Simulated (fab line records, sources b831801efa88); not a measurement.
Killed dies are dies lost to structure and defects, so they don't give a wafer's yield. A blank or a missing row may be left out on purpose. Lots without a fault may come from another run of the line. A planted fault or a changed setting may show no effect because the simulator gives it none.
Chamber matching | flow sky130 | SKY_CONTACT_CMP_04 on cmp-01: 4 sister chambers
The step polishes SiO2. 4 wafers are shown with their chamber, then 8 later ones without.

WAFERS WITH THEIR CHAMBER
wafer  | chamber | motor_current_A (A)
L778.4 | 1       | 10.7
L782.4 | 2       | 13.8
L782.5 | 3       | 11.0
L781.2 | 0       | 13.5

WAFERS WITHOUT THEIR CHAMBER
wafer  | motor_current_A (A)
L781.4 | 11.8
L781.6 | 10.9
L788.2 | 12.9
L788.4 | 10.7
L788.5 | 13.7
L792.1 | 14.0
L792.2 | 12.0
L792.4 | 13.5

WHICH CHAMBER EACH WENT THROUGH
wafer  | from the rows above               | in truth
L781.4 | can't be placed: 3 or 1 or 0      | 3
L781.6 | can't be placed: 3 or 1           | 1
L788.2 | can't be placed: 0 or 2           | 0
L788.4 | can't be placed: 1 or 3           | 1
L788.5 | can't be placed: 2 or 0           | 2
L792.1 | can't be placed: 2 or 0           | 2
L792.2 | can't be placed: 3 or 1 or 0 or 2 | 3
L792.4 | can't be placed: 0 or 2           | 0
Placed correctly: 0 of 8. Can't be placed from these rows: 8 (the true chamber is among the candidates in 8). Placed wrongly: 0.
How it was worked out, from the rows above alone: a wafer's distance from a chamber is the root of the sum, over the readings, of the square of ((its reading less the chamber's mean) divided by the reading's scatter). The wafer belongs to the nearest chamber; if the next one is less than 2 further off, it can't be placed. A chamber's mean is the mean of its shown wafers. The scatter: with one shown wafer a chamber, the root of the mean of the squares of how far each hidden wafer lies from its nearest shown one.
